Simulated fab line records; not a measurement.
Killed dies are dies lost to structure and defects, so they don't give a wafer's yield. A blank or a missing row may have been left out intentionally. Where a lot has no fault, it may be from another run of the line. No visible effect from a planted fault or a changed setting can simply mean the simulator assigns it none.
Which tool was responsible?	flow sky130	24 lots, 72 wafers sampled, at 4 steps of a route of 708

== WHAT THE GAUGES SHOWED, per wafer ==
SKY_VIA4_THK_MEAS_01. Usual: VIA4_HDPCVD_THK typically reads 1747 nm, with standard deviation 21.
lot	measured	on	VIA4_HDPCVD_THK (nm)	flag
L075	day 42 13:25	film_metro-01	1731 1726 1754	
L077	day 43 05:06	film_metro-03	1764 1761 1756	
L074	day 43 05:29	film_metro-03	1729 1709 1708	
L076	day 43 06:34	film_metro-03	1742 1748 1749	
L078	day 43 07:42	film_metro-03	1735 1727 1739	
L079	day 43 08:25	film_metro-03	1727 1720 1742	
L080	day 43 15:11	film_metro-03	1757 1741 1748	
L081	day 43 22:52	film_metro-03	1741 1736 1733	
L082	day 44 09:22	film_metro-01	1764 1729 1712	
L084	day 44 17:30	film_metro-03	1722 1751 1752	
L083	day 44 19:26	film_metro-01	1754 1739 1780	
L085	day 44 20:48	film_metro-01	1785 1750 1779	
L086	day 45 18:08	film_metro-03	1731 1745 1767	
L088	day 46 09:22	film_metro-03	1747 1776 1747	
L087	day 46 13:59	film_metro-01	1747 1716 1755	
L090	day 46 20:40	film_metro-03	1738 1708 1729	
L089	day 46 22:59	film_metro-03	1759 1761 1737	
L092	day 47 01:23	film_metro-03	1733 1764 1735	
L091	day 47 06:07	film_metro-02	1779 1806 1800	
L093	day 47 07:04	film_metro-03	1734 1768 1743	
L094	day 47 15:32	film_metro-01	1774 1742 1748	
L095	day 47 22:37	film_metro-03	1753 1721 1769	
L096	day 48 04:56	film_metro-03	1769 1770 1728	
L097	day 48 07:38	film_metro-03	1738 1771 1760	

== EACH LOT AND THE TOOL THAT RAN IT (in order: tool; ch and the chambers of the sampled wafers; start) ==
lot	SKY_METAL4_SPUTTER_03	SKY_METAL4_SPUTTER_04	SKY_METAL4_STRIP_19
L075	pvd_sputter-01, day 40 11:40	pvd_sputter-01, day 40 11:41	plasma_asher-01 ch 0,1, day 42 12:38
L077	pvd_sputter-01, day 41 03:16	pvd_sputter-01, day 41 03:17	plasma_asher-01 ch 0, day 43 04:14
L074	pvd_sputter-01, day 41 03:53	pvd_sputter-01, day 41 03:54	plasma_asher-04 ch 0,1, day 43 04:41
L076	pvd_sputter-04, day 41 04:59	pvd_sputter-04, day 41 05:01	plasma_asher-04 ch 0, day 43 05:47
L078	pvd_sputter-01, day 41 06:31	pvd_sputter-01, day 41 06:32	plasma_asher-01 ch 0,1, day 43 06:56
L079	pvd_sputter-04, day 41 07:31	pvd_sputter-04, day 41 07:32	plasma_asher-03 ch 0,1, day 43 07:38
L080	pvd_sputter-03, day 41 13:20	pvd_sputter-03, day 41 13:22	plasma_asher-01 ch 0, day 43 14:25
L081	pvd_sputter-04, day 41 21:23	pvd_sputter-04, day 41 21:25	plasma_asher-04 ch 0,1, day 43 22:01
L082	pvd_sputter-01, day 42 08:37	pvd_sputter-01, day 42 08:38	plasma_asher-04 ch 0,1, day 44 08:09
L084	pvd_sputter-04, day 42 17:40	pvd_sputter-04, day 42 17:41	plasma_asher-01 ch 0,1, day 44 16:20
L083	pvd_sputter-01, day 42 18:49	pvd_sputter-01, day 42 18:50	plasma_asher-04 ch 0,1, day 44 18:17
L085	pvd_sputter-01, day 42 20:55	pvd_sputter-01, day 42 20:56	plasma_asher-04 ch 0,1, day 44 19:59
L086	pvd_sputter-01, day 43 18:47	pvd_sputter-01, day 43 18:48	plasma_asher-01 ch 0,1, day 45 16:56
L088	pvd_sputter-01, day 44 10:09	pvd_sputter-01, day 44 10:10	plasma_asher-03 ch 0,1, day 46 08:35
L087	pvd_sputter-03, day 44 16:23	pvd_sputter-03, day 44 16:25	plasma_asher-04 ch 0,1, day 46 12:47
L090	pvd_sputter-01, day 44 21:29	pvd_sputter-01, day 44 21:29	plasma_asher-03 ch 0,1, day 46 19:23
L089	pvd_sputter-03, day 44 23:58	pvd_sputter-03, day 44 23:59	plasma_asher-04 ch 0,1, day 46 21:58
L092	pvd_sputter-04, day 45 03:37	pvd_sputter-04, day 45 03:38	plasma_asher-03 ch 0,1, day 47 00:22
L091	pvd_sputter-03, day 45 08:22	pvd_sputter-03, day 45 08:23	plasma_asher-01 ch 0,1, day 47 05:20
L093	pvd_sputter-01, day 45 11:10	pvd_sputter-01, day 45 11:11	plasma_asher-04 ch 0, day 47 06:17
L094	pvd_sputter-01, day 45 18:34	pvd_sputter-01, day 45 18:35	plasma_asher-01 ch 0,1, day 47 14:24
L095	pvd_sputter-04, day 46 03:10	pvd_sputter-04, day 46 03:11	plasma_asher-03 ch 0,1, day 47 21:49
L096	pvd_sputter-03, day 46 09:34	pvd_sputter-03, day 46 09:35	plasma_asher-04 ch 0,1, day 48 04:08
L097	pvd_sputter-01, day 46 13:33	pvd_sputter-01, day 46 13:34	plasma_asher-04 ch 0,1, day 48 06:52
- SKY_METAL4_SPUTTER_03: material Ti, target thk 5 nm, time 3.3 s.
- SKY_METAL4_SPUTTER_04: material TiN, target thk 70 nm, time 58.3 s.
- SKY_METAL4_STRIP_19: strips in O2/N2.

== WHAT THE TOOLS THEMSELVES READ (means of the sampled wafers that have a number; where no wafer has one, the mark that the record gives instead) ==
SKY_METAL4_SPUTTER_03. Usual: throttle_valve_pct 30.0 %, standard deviation 0.91.
lot	tool	throttle_valve_pct (%)	flag
L075	pvd_sputter-01	29.8	
L077	pvd_sputter-01	29.9	
L074	pvd_sputter-01	29.2	
L076	pvd_sputter-04	30.3	
L078	pvd_sputter-01	29.9	
L079	pvd_sputter-04	30.5	
L080	pvd_sputter-03	30.4	
L081	pvd_sputter-04	30.7	
L082	pvd_sputter-01	29.3	
L084	pvd_sputter-04	30.5	
L083	pvd_sputter-01	29.4	
L085	pvd_sputter-01	29.9	
L086	pvd_sputter-01	30.5	
L088	pvd_sputter-01	29.2	
L087	pvd_sputter-03	30.9	
L090	pvd_sputter-01	29.3	
L089	pvd_sputter-03	30.1	
L092	pvd_sputter-04	30.4	
L091	pvd_sputter-03	30.6	
L093	pvd_sputter-01	30.5	
L094	pvd_sputter-01	29.3	
L095	pvd_sputter-04	30.6	
L096	pvd_sputter-03	30.8	
L097	pvd_sputter-01	29.2	

SKY_METAL4_SPUTTER_04. Usual: throttle_valve_pct 30.0 %, standard deviation 0.9.
lot	tool	throttle_valve_pct (%)	flag
L075	pvd_sputter-01	30.1	
L077	pvd_sputter-01	30.1	
L074	pvd_sputter-01	29.4	
L076	pvd_sputter-04	30.4	
L078	pvd_sputter-01	29.7	
L079	pvd_sputter-04	30.6	
L080	pvd_sputter-03	30.4	
L081	pvd_sputter-04	30.7	
L082	pvd_sputter-01	29.2	
L084	pvd_sputter-04	30.3	
L083	pvd_sputter-01	29.3	
L085	pvd_sputter-01	29.9	
L086	pvd_sputter-01	30.6	
L088	pvd_sputter-01	29.3	
L087	pvd_sputter-03	30.9	
L090	pvd_sputter-01	29.2	
L089	pvd_sputter-03	29.8	
L092	pvd_sputter-04	30.4	
L091	pvd_sputter-03	30.6	
L093	pvd_sputter-01	30.5	
L094	pvd_sputter-01	29.2	
L095	pvd_sputter-04	30.5	
L096	pvd_sputter-03	30.8	
L097	pvd_sputter-01	29.3	

SKY_METAL4_STRIP_19. Usual: drypump_motor_current_A 5.4 A, standard deviation 0.4; oes_product_au 0.505 a.u., standard deviation 0.0073; strip_time_to_endpoint_s 6.58 s, standard deviation 0.13.
lot	tool	drypump_motor_current_A (A)	oes_product_au (a.u.)	strip_time_to_endpoint_s (s)	flag
L075	plasma_asher-01	5.5	0.504	6.66	
L077	plasma_asher-01	4.9	0.506	6.55	
L074	plasma_asher-04	5.3	0.515	6.65	
L076	plasma_asher-04	5.6	0.503	6.64	
L078	plasma_asher-01	5.5	0.501	6.52	
L079	plasma_asher-03	5.3	0.512	6.69	
L080	plasma_asher-01	4.9	0.504	6.62	
L081	plasma_asher-04	5.5	0.510	6.66	
L082	plasma_asher-04	5.3	0.512	6.72	
L084	plasma_asher-01	5.5	0.501	6.52	
L083	plasma_asher-04	5.5	0.502	6.59	
L085	plasma_asher-04	5.5	0.510	6.61	
L086	plasma_asher-01	5.2	0.503	6.54	
L088	plasma_asher-03	5.3	0.506	6.52	
L087	plasma_asher-04	5.3	0.504	6.53	
L090	plasma_asher-03	5.7	0.502	6.51	
L089	plasma_asher-04	5.2	0.503	6.57	
L092	plasma_asher-03	5.6	0.502	6.55	
L091	plasma_asher-01	5.2	0.503	6.54	
L093	plasma_asher-04	5.7	0.498	6.53	
L094	plasma_asher-01	5.2	0.500	6.47	
L095	plasma_asher-03	5.7	0.504	6.54	
L096	plasma_asher-04	5.3	0.494	6.45	
L097	plasma_asher-04	5.5	0.501	6.42	

== THE ANSWER, worked out from the rows above alone ==
Rule: a lot counts as off when the mean over its wafers that have a number is more than 3 standard deviations away from the usual mean. Also off: a lot with no number at a reading for which 4 or more lots have one. All remaining lots with rows at the step are treated as sound. The gauges are gone through in route order, then the tools' own readings, and for those a lot's mean is taken as printed above. The first step at which some lot is off is used, and at that step the reading that is off furthest; a lot without a number counts as furthest.
No lot is off on any of the readings shown, so nothing can be concluded from this.

== WHAT THE SIMULATOR HAD PUT IN ==
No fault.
